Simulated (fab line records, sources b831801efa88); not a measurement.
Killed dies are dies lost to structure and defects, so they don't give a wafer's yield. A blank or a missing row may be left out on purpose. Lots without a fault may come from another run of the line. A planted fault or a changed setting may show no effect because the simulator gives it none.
A struck lot beside a sound one | flow sky130 | 43 steps out of a route of 708
Sound: wafers L953.1, L953.4, L953.5. Struck: wafers L956.1, L956.3, L956.4. The cause comes at the end.
At each step with rows: each side's tool, then ch and its chambers, then its first start. Under that, the readings that differ: sound wafers | struck wafers | difference of the means | sigmas: that difference in standard deviations of wafers without a fault.
alike: readings whose means differ by less than 2 such deviations, and words and numbers that are the same on both sides. not compared: withheld readings, readings that some wafer has no value for, bounds like >300 that may hide the same value, and numbers for which the record gives no deviation and whose values overlap.
The two part at a step that has a row with sigmas, a row that says differs or no value, or rows on one side only. Numbers that don't overlap but have no deviation are shown without sigmas and don't part them. A reading that every wafer of one side lacks parts them only if that side has two wafers or more.

first, 4 steps without rows for these wafers: SKY_LDD_HVP_SOFTBAKE_03 (time 60 s); SKY_LDD_HVP_EXPOSE_04 (exposes mask HVPTM, target cd 700 nm); SKY_LDD_HVP_PEB_05; SKY_LDD_HVP_DEVELOP_06 (develop time 60 s).
SKY_LDD_HVP_OVL_MEAS_07:
  sound on overlay-01, day 23 03:35; struck on overlay-02, day 24 12:02
  alike: LDD_HVP_OVL
then, 1 step without rows for these wafers: SKY_LDD_HVP_IMPLANT_08.
SKY_LDD_HVP_STRIP_09: strips in O2/N2.
  sound on plasma_asher-02 ch 0,1, day 23 03:46; struck on plasma_asher-04 ch 0,1, day 24 12:13
  alike: drypump_motor_current_A, oes_product_au, strip_time_to_endpoint_s
  not compared: rf_hours_counter_h
SKY_LDD_HVP_TW_MEAS_10:
  sound on film_metro-01, day 23 03:52; struck on film_metro-01, day 24 12:19
  alike: LDD_HVP_TW
then, 4 steps without rows for these wafers: SKY_LDD_LDN_DEHYDRATE_00 (time 60 s); SKY_LDD_LDN_HMDS_01 (prime time 60 s); SKY_LDD_LDN_COAT_02 (resist thk 1140 nm); SKY_LDD_LDN_SOFTBAKE_03 (time 60 s).
SKY_LDD_LDN_EXPOSE_04: exposes mask LDNTM, target cd 700 nm.
  sound on iline_stepper-02 ch 0, day 23 18:54; struck on iline_stepper-01 ch 0, day 25 03:06
  reading | sound                   | struck               | difference | sigmas
  mask    | LDNTM#0 LDNTM#0 LDNTM#0 | URPM#0 URPM#0 URPM#0 | differs    |
then, 2 steps without rows for these wafers: SKY_LDD_LDN_PEB_05; SKY_LDD_LDN_DEVELOP_06 (develop time 60 s).
SKY_LDD_LDN_OVL_MEAS_07:
  sound on overlay-02, day 24 09:14; struck on overlay-01, day 25 16:58
  reading          | sound       | struck | difference                    | sigmas
  LDD_LDN_OVL (nm) | 1.9 1.2 2.7 | - - -  | no value on the struck wafers |
then, 4 steps without rows for these wafers: SKY_LDD_LDN_IMPLANT_08; SKY_LDD_LDN_IMPLANT_09; SKY_LDD_LDN_IMPLANT_10; SKY_LDD_LDN_IMPLANT_11.
SKY_LDD_LDN_STRIP_12: strips in O2/N2.
  sound on plasma_asher-02 ch 0, day 24 09:52; struck on plasma_asher-02 ch 0,1, day 25 17:37
  alike: drypump_motor_current_A, oes_product_au, strip_time_to_endpoint_s
  not compared: rf_hours_counter_h
SKY_LDD_LDN_TW_MEAS_13:
  sound on film_metro-02, day 24 09:58; struck on film_metro-01, day 25 17:43
  reading    | sound          | struck   | difference | sigmas
  LDD_LDN_TW | 1473 1473 1490 | 30 30 30 | -1449      | -99 or more
then, 2 steps without rows for these wafers: SKY_LDD_LDN_CLEAN_14 (cleans in SC1/SC2, time 150 s); SKY_SPACER_CVD_00 (deposits Si3N4 from DCS/NH3, target thk 43.1 nm, time 740 s).
SKY_SPACER_THK_MEAS_01:
  sound on film_metro-03, day 24 11:17; struck on film_metro-03, day 25 19:02
  alike: SPACER_CVD_00_THK
SKY_SPACER_ETCHBACK_02: etches Si3N4 in CH3F/O2, stops on SiO2, time 46.7 s, target depth 45 nm.
  sound on rie_diel-03 ch 0,1,3, day 24 11:21; struck on rie_diel-02 ch 0,2,3, day 25 19:05
  alike: O2_flow_sccm, drypump_motor_current_A, oes_product_au, throttle_valve_pct
  not compared: rf_hours_counter_h
then, 8 steps without rows for these wafers: SKY_POLY_CUT_DEHYDRATE_00 (time 60 s); SKY_POLY_CUT_HMDS_01 (prime time 60 s); SKY_POLY_CUT_COAT_02 (resist thk 60 nm); SKY_POLY_CUT_COAT_03 (resist thk 450 nm); SKY_POLY_CUT_SOFTBAKE_04 (time 90 s); SKY_POLY_CUT_EXPOSE_05 (exposes mask NPCM, target cd 270 nm); SKY_POLY_CUT_PEB_06; SKY_POLY_CUT_DEVELOP_07 (develop time 60 s).
SKY_POLY_CUT_CD_MEAS_08: target cd 270 nm.
  sound on cd_sem-01, day 25 17:13; struck on cd_sem-01, day 27 00:46
  alike: cd_nm
SKY_POLY_CUT_OVL_MEAS_09:
  sound on overlay-01, day 25 17:20; struck on overlay-01, day 27 00:53
  alike: POLY_CUT_OVL
then, 1 step without rows for these wafers: SKY_POLY_CUT_ETCH_10 (etches BARC in N2/H2, stops on SiO2, time 45.9 s, target depth 60 nm).
SKY_POLY_CUT_ETCH_11: etches Si3N4 in CF4/CH2F2/Ar, stops on poly-Si, time 42.5 s, target depth 60 nm.
  sound on rie_diel-03 ch 1,2, day 25 17:25; struck on rie_diel-03 ch 2,3, day 27 00:58
  alike: drypump_motor_current_A, oes_product_au, throttle_valve_pct
  not compared: rf_hours_counter_h
SKY_POLY_CUT_STRIP_12: strips in O2/N2.
  sound on plasma_asher-04 ch 0,1, day 25 17:28; struck on plasma_asher-03 ch 0,1, day 27 01:01
  alike: drypump_motor_current_A, oes_product_au, strip_time_to_endpoint_s
  not compared: rf_hours_counter_h
then, 3 steps without rows for these wafers: SKY_SD_P_DEHYDRATE_00 (time 60 s); SKY_SD_P_HMDS_01 (prime time 60 s); SKY_SD_P_COAT_02 (resist thk 1140 nm).
-- the record jumps here: 2 days lie between the struck wafers' starts before and after (it left off in module SD_P and takes up again in module RES_XHIGH, whose first step shown is number 341 of the route) --
SKY_RES_XHIGH_TW_MEAS_09:
  sound on film_metro-01, day 28 03:58; struck on film_metro-03, day 29 10:53
  reading      | sound          | struck         | difference | sigmas
  RES_XHIGH_TW | 1625 1627 1625 | 1919 1925 1927 | +298       | +23

WHERE THEY PART
First at SKY_LDD_LDN_EXPOSE_04; last, within this record, at SKY_RES_XHIGH_TW_MEAS_09.

WHY: what the simulator had put in
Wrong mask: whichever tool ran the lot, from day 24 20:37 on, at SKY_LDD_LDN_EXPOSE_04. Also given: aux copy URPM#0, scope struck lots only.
